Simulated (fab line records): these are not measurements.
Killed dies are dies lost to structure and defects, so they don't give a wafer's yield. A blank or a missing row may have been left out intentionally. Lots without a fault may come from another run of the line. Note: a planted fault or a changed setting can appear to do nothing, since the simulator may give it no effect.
2 desks looking at one fault | flow sky130 | every desk sees just its own numbers, and what lay behind them comes last

## TOOL OWNER'S DESK, implanter-03
SKY_POLY_GATE_IMPLANT_02, tool's own readings: per-lot mean of the sampled wafers with a number, covering each lot this tool ran. The brackets show how far a lot's mean lies from the usual mean; more than 4 standard deviations puts the lot out of limits, marked OUT.
Columns: A = beam_on_s at SKY_POLY_GATE_IMPLANT_02, usual 35.5 s; B = end_station_pressure_torr at SKY_POLY_GATE_IMPLANT_02, usual 1.08e-05 Torr
lot  | first seen here | A    | B
L176 | day 16 16:35    | 37.7 | 1.03e-05
L182 | day 18 23:26    | 38.0 | 1.06e-05
L186 | day 20 05:40    | 42.6 | 4.75e-05 (+52) OUT
L188 | day 20 17:00    | 42.0 | 4.81e-05 (+53) OUT
This desk finds L186, L188 out of limits, L186 being first, at day 20 05:40 (end_station_pressure_torr at SKY_POLY_GATE_IMPLANT_02). L176, L182: within limits.

## THE METROLOGY DESK
What the gauges read, lot by lot, whatever tool the lot ran on: means of the sampled wafers that have a number. The brackets show how far a lot's mean lies from the usual mean; more than 4 standard deviations puts the lot out of limits, marked OUT.
Columns: A = CONTACT_OVL at SKY_CONTACT_OVL_MEAS_15, usual 0 nm
lot  | first seen here | A
L173 | day 31 22:03    | 1
L176 | day 33 03:45    | 3
L177 | day 33 12:34    | 4
L181 | day 34 19:36    | -4
L182 | day 35 03:31    | -2
L183 | day 35 11:23    | 5
L186 | day 36 03:39    | 9
L187 | day 36 11:33    | -1
L188 | day 36 14:30    | 4
L189 | day 36 22:18    | -6
L195 | day 38 16:06    | -11
This desk's finding: nothing out of limits on any of the 11 lots.

## TAKEN TOGETHER
On L186, L188, at day 20 05:40, an alarm was possible from the tool owner's desk.
From the metrology desk's view, nothing was out of limits.
The metrology desk holds a record of L186, L188, inside its limits.
Of the lots named, all ran SKY_POLY_GATE_IMPLANT_02 on implanter-03.

## WHAT THE SIMULATOR HAD INSERTED
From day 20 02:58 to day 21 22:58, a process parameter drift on implanter-03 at SKY_POLY_GATE_IMPLANT_02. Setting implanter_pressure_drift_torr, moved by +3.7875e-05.
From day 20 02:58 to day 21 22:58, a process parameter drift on implanter-03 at SKY_POLY_GATE_IMPLANT_02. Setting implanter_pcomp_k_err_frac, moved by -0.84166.
Shown lots that were struck: L186, L188.
Each desk's first reading out of limits, in hours after the fault started: the tool owner's desk, 3.
